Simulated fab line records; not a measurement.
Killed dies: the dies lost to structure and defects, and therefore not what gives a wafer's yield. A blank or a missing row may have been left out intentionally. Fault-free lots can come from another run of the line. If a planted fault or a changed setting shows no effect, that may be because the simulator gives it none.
fab line records	flow sky130
record lots=5	wafers=15	last_day=50
route steps=708 shown LI_CONTACT@364
lots that met no fault: taken from a fault-free run of the same line
start_h: the number of hours between the record's first day and the start of the first shown wafer of the lot	wait_h: time in hours since the lot's previous step	" unchanged from the row above	L1.1+2: several wafers, shown together as one row	- value missing, or start not given	* or withheld: withheld	< > ~ a bound
route shown NAME@n: names a module that has steps shown in the file, with the first one's number in the route	usual: mean/standard deviation taken from wafers without a fault	same: alike in all rows	chamber/n: place in a boat	sites: readings site by site	_std_site: the values' standard deviation	_edge_site: the outer-site mean with the inner-site mean subtracted	radius_mm: for every site, how far away it sits from the centre of the wafer	mask NAME#n: copy n	behind: the most recent tool/chamber to have shaped the wafer	hold: the reason the lot was held/the length of the hold in hours/how it ended	device: whichever transistor did not switch (one of n, p or np)	end of line: the route-end tests of the same wafers	a step without rows: its recipe alone	killed: not the wafer's yield, but the dies lost to structure and defects at the first sort	map: per-die view of a wafer (x killed, . not killed, _ where there is no die)
set.NAME: the setting the step ran with; set.NAME@STEP: the setting that earlier step ran with	model.NAME: the simulator's own value behind a step, which no gauge read
lots at selected steps of the route; one table per step, one row per wafer
services: when a tool's chamber went out of use (start_h, in hours from the record's first day, below 0 if earlier), for how many hours, and the reason
## steps
# step SKY_LI_CONTACT_CMP_02
# recipe material=PSG	down_force_psi=4	platen_rpm=60	pad_velocity_m_s=0.94248
# usual motor_current_A=11.5/1	time_to_endpoint_s=32/3.1
lot.wafer	tool	chamber	start_h	wait_h	motor_current_A	time_to_endpoint_s
L222.3	cmp-01	1	692.85	0.0	10.8	33
L222.4	"	3	"	"	13.8	36
L222.5	"	1	"	"	10.7	31
L229.4	cmp-02	1	757.57	0.1	11.4	30
L229.2	"	2	"	"	12.3	31
L229.6	"	0	"	"	10.9	30
L236.3	cmp-01	0	798.27	0.1	13.0	31
L236.1	"	1	"	"	10.6	29
L236.4	"	2	"	"	10.9	33
L239.3	cmp-01	0	817.54	0.2	13.3	35
L239.6	"	1	"	"	9.9	33
L239.5	"	2	"	"	11.0	36
L240.3	cmp-02	3	823.29	0.1	11.1	27
L240.1	"	0	"	"	10.7	27
L240.5	"	2	"	"	11.6	24
# step SKY_LI_CONTACT_BOW_MEAS_03
# recipe mode=bow
# usual LI_CONTACT_BOW=56/6.6
lot.wafer	tool	chamber	start_h	wait_h	LI_CONTACT_BOW[um]
L222.3	film_metro-04	-	693.19	0.3	55
L222.4	"	-	"	"	48
L222.5	"	-	"	"	60
L229.2	film_metro-04	-	757.79	0.1	57
L229.4	"	-	"	"	43
L229.6	"	-	"	"	57
L236.1	film_metro-04	-	798.52	0.1	58
L236.3	"	-	"	"	60
L236.4	"	-	"	"	51
L239.3	film_metro-02	-	817.73	0.1	51
L239.5	"	-	"	"	68
L239.6	"	-	"	"	60
L240.1	film_metro-03	-	823.49	0.1	58
L240.3	"	-	"	"	39
L240.5	"	-	"	"	49
# step SKY_LI_CONTACT_DEHYDRATE_04
# recipe temp_c=200	time_s=60
# step SKY_LI_CONTACT_HMDS_05
# recipe prime_time_s=60	prime_temp_c=120
# step SKY_LI_CONTACT_COAT_06
# recipe resist=BARC	temp_c=withheld	time_s=withheld	spin_rpm=3000	resist_thk_nm=60
# step SKY_LI_CONTACT_COAT_07
# recipe resist=KrF-thick	spin_rpm=3000	resist_thk_nm=450
# step SKY_LI_CONTACT_SOFTBAKE_08
# recipe temp_c=100	time_s=90	resist=KrF-thick
# step SKY_LI_CONTACT_EXPOSE_09
# recipe mask_id=LICM1	na=0.8	source_shape=annular	sigma_inner=0.55	sigma_outer=0.85	target_cd_nm=170	dose_mj=38
# step SKY_LI_CONTACT_PEB_10
# recipe peb_temp_c=withheld	peb_time_s=withheld	resist=KrF-thick
# step SKY_LI_CONTACT_DEVELOP_11
# recipe develop_time_s=60	resist=KrF-thick	dev_temp_c=21
# step SKY_LI_CONTACT_CD_MEAS_12
# recipe target_cd_nm=170
# usual cd_nm=170.5/1.4
lot.wafer	tool	chamber	start_h	wait_h	cd_nm
L222.3	cd_sem-02	-	720.08	-	168.1
L222.4	"	-	"	"	168.1
L222.5	"	-	"	"	168.4
L229.2	cd_sem-02	-	784.66	-	170.0
L229.4	"	-	"	"	169.1
L229.6	"	-	"	"	168.9
L236.1	cd_sem-01	-	824.65	-	171.7
L236.3	"	-	"	"	171.0
L236.4	"	-	"	"	171.5
L239.3	cd_sem-01	-	842.71	-	169.4
L239.5	"	-	"	"	167.3
L239.6	"	-	"	"	169.2
L240.1	cd_sem-01	-	849.87	-	171.6
L240.3	"	-	"	"	171.3
L240.5	"	-	"	"	171.8
# step SKY_LI_CONTACT_OVL_MEAS_13
# usual LI_CONTACT_OVL=1/5.8
lot.wafer	tool	chamber	start_h	wait_h	LI_CONTACT_OVL[nm]
L222.3	overlay-02	-	720.17	0.1	7
L222.4	"	-	"	"	6
L222.5	"	-	"	"	6
L229.2	overlay-01	-	784.79	0.1	-6
L229.4	"	-	"	"	-6
L229.6	"	-	"	"	-4
L236.1	overlay-01	-	824.77	0.1	-4
L236.3	"	-	"	"	7
L236.4	"	-	"	"	-2
L239.3	overlay-02	-	842.80	0.1	-2
L239.5	"	-	"	"	-2
L239.6	"	-	"	"	5
L240.1	overlay-02	-	849.99	0.1	-1
L240.3	"	-	"	"	-2
L240.5	"	-	"	"	0
# step SKY_LI_CONTACT_ETCH_14
# recipe chemistry=N2/H2	target=BARC	ion_energy_ev=200	source_w=500	bias_w=100	pressure_mtorr=30	n2_flow_sccm=100	h2_flow_sccm=200	stop_on=SiO2	time_s=45.9	target_depth_a=600
# usual bias_w=100.0/0.31	drypump_motor_current_A=5.8/0.33	oes_product_au=0.855/0.0047	rf_fwd_power_W=495.3/2.4	throttle_valve_pct=13.225/0.0094
# same time_s=45.9
lot.wafer	tool	chamber	start_h	wait_h	bias_w	drypump_motor_current_A	oes_product_au	rf_fwd_power_W	rf_hours_counter_h	throttle_valve_pct	model.KrF-thick_of_LI_CONTACT_COAT_07.thk_nm	model.etch.depth_nm
L222.3	rie_diel-02	3	720.19	0.0	99.9	5.9	0.855	489.6	3	13.233	392.8	60.17
L222.4	"	2	"	"	99.8	5.7	0.856	497.3	6	13.235	391.7	60.24
L222.5	"	1	"	"	100.2	5.6	0.855	493.5	-	13.232	392	59.88
L229.2	rie_diel-02	1	784.82	0.0	100.0	5.6	0.839	495.2	31	13.234	403.5	58.18
L229.4	"	3	"	"	100.1	5.9	0.851	488.8	4	13.236	404	58.8
L229.6	"	0	"	"	100.3	5.5	0.851	495.8	-	13.229	392.3	60
L236.1	rie_diel-04	2	824.81	0.0	100.0	5.3	0.857	494.2	17	13.217	393.3	60.09
L236.3	"	3	"	"	100.5	6.3	0.851	497.7	12	13.233	393	60
L236.4	"	1	"	"	99.6	6.1	0.855	496.3	2	13.237	392.6	60.12
L239.3	rie_diel-04	1	842.82	0.0	100.3	6.1	0.857	494.7	2	13.223	394.9	60.12
L239.5	"	1	"	"	100.2	6.1	0.859	497.2	-	13.231	395.8	60.27
L239.6	"	0	"	"	99.8	5.5	0.856	492.4	-	13.237	396	60.09
L240.1	rie_diel-03	2	850.02	0.0	100.4	6.2	0.857	494.8	15	13.235	393.1	59.8
L240.3	"	1	"	"	99.8	5.8	0.860	497.4	3	13.225	393.8	59.99
L240.5	"	2	"	"	100.3	6.2	0.856	494.6	-	13.224	394.7	60.12
# step SKY_LI_CONTACT_ETCH_15
# recipe target=PSG	chemistry=C4F8/O2/Ar	stop_on=Si	taper_deg=4.15	mask_material=KrF-thick	source_w=1500	bias_w=1200	pressure_mtorr=40	c4f8_flow_sccm=withheld	O2_flow_sccm=6	Ar_flow_sccm=300	time_s=withheld	target_depth_a=6000
# usual bias_w=1200/3.5	oes_product_au=0.837/0.0047	rf_fwd_power_W=1493/5.5
lot.wafer	tool	chamber	start_h	wait_h	bias_w	oes_product_au	rf_fwd_power_W	model.KrF-thick_of_LI_CONTACT_COAT_07.thk_nm
L222.3	rie_diel-02	3	720.24	0.0	1204	0.834	1487	230.5
L222.4	"	2	"	"	1202	0.834	1491	231.9
L222.5	"	1	"	"	1205	0.848	1494	233.1
L229.2	rie_diel-02	1	784.86	0.0	1200	0.832	1489	244.7
L229.4	"	3	"	"	1194	0.842	1491	242.2
L229.6	"	0	"	"	1203	0.838	1489	232.2
L236.1	rie_diel-04	2	824.85	0.0	1199	0.837	1491	232.8
L236.3	"	3	"	"	1198	0.829	1490	234.1
L236.4	"	1	"	"	1203	0.842	1498	228.8
L239.3	rie_diel-04	1	842.86	0.0	1194	0.843	1498	231.6
L239.5	"	1	"	"	1201	0.836	1500	233.2
L239.6	"	0	"	"	1201	0.827	1487	241.6
L240.1	rie_diel-03	2	850.06	0.0	1198	0.837	1499	233.1
L240.3	"	1	"	"	1199	0.841	1493	234.9
L240.5	"	2	"	"	1203	0.831	1495	235.9
# step SKY_LI_CONTACT_STRIP_16
# recipe chemistry=O2/N2	power_w=1400	pressure_mtorr=1500	platen_temp_c=withheld	o2_flow_sccm=3000	n2_flow_sccm=300	overash_fraction=0.5
# usual drypump_motor_current_A=5.5/0.3	oes_product_au=0.377/0.0049	strip_time_to_endpoint_s=3.52/0.043
# same overash_fraction=0.5
lot.wafer	tool	chamber	start_h	wait_h	drypump_motor_current_A	oes_product_au	rf_hours_counter_h	strip_time_to_endpoint_s
L222.3	plasma_asher-02	0	720.36	-	6.1	0.376	-	3.51
L222.4	"	1	"	"	5.4	0.371	-	3.51
L222.5	"	1	"	"	5.4	0.378	-	3.51
L229.2	plasma_asher-02	0	784.95	-	6.0	0.381	5	3.65
L229.4	"	1	"	"	5.4	0.376	-	3.60
L229.6	"	1	"	"	5.3	0.383	-	3.51
L236.1	plasma_asher-02	0	824.94	-	6.1	0.384	9	3.52
L236.3	"	0	"	"	6.1	0.381	-	3.53
L236.4	"	1	"	"	5.3	0.369	-	3.49
L239.3	plasma_asher-03	1	842.98	-	5.2	0.383	-	3.51
L239.5	"	0	"	"	5.4	0.370	-	3.52
L239.6	"	1	"	"	5.2	0.376	-	3.60
L240.1	plasma_asher-03	0	850.15	-	5.4	0.381	100	3.50
L240.3	"	0	"	"	5.4	0.371	-	3.54
L240.5	"	1	"	"	5.2	0.388	-	3.56
# step SKY_LI_CONTACT_CLEAN_17
# recipe chemistry=NMP	time_s=600	temp_c=60	dry=n2_spin
## services
tool	chamber	start_h	hours	kind
rie_diel-02	-	672.59	2.8	pm
cmp-01	-	674.99	3.4	repair
cmp-01	-	679.41	2.8	repair
plasma_asher-02	-	684.16	7.0	repair
rie_diel-03	1	696.11	4.6	repair
rie_diel-03	-	697.69	0.2	repair
plasma_asher-02	-	698.03	1.7	repair
rie_diel-04	1	707.93	49.0	repair
cmp-02	-	712.37	1.1	repair
rie_diel-04	3	712.45	4.3	repair
cmp-01	-	719.73	0.6	repair
rie_diel-03	0	720.37	8.6	repair
rie_diel-02	3	730.94	8.2	repair
plasma_asher-02	-	733.75	9.0	pm
cmp-01	-	744.83	4.0	pm
rie_diel-04	-	745.15	1.4	repair
rie_diel-02	0	749.66	1.3	repair
rie_diel-04	2	799.75	5.8	repair
rie_diel-02	3	801.68	1.6	repair
rie_diel-02	-	803.86	1.3	repair
rie_diel-04	0	810.64	12.0	repair
cmp-01	-	814.98	0.9	repair
rie_diel-02	3	830.87	9.3	repair
cmp-01	-	844.22	3.2	pm
## key
first_sign step=SKY_LI_CONTACT_STRIP_16	reading=strip_time_to_endpoint_s	direction=up	sigmas=2.6	usual=*	struck=*
effect none on later readings
model_effect step=SKY_LI_CONTACT_ETCH_14	value=KrF-thick_of_LI_CONTACT_COAT_07.thk_nm	without=392.3	struck=403.7
model_effect step=SKY_LI_CONTACT_ETCH_15	value=KrF-thick_of_LI_CONTACT_COAT_07.thk_nm	without=232	struck=243.4
met_at SKY_LI_CONTACT_ETCH_14
struck_wafers L229.2,L229.4
tester_left_out L229
onset_between 720.19 784.82
fault kind=process_parameter_drift	tool=rie_diel-02	chamber=-	onset_h=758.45	steps=SKY_LI_CONTACT_ETCH_14	channel=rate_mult	offset=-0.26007	shape=step	end_h=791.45	scope=struck_wafers_only
# tester_left_out: of these lots the tester's yield and bins aren't shown, on N5 and GAA mostly nor the transistor test; their killed dies are dies lost to structure and defects alone, not to doping, threshold or leakage, so they don't give the yield
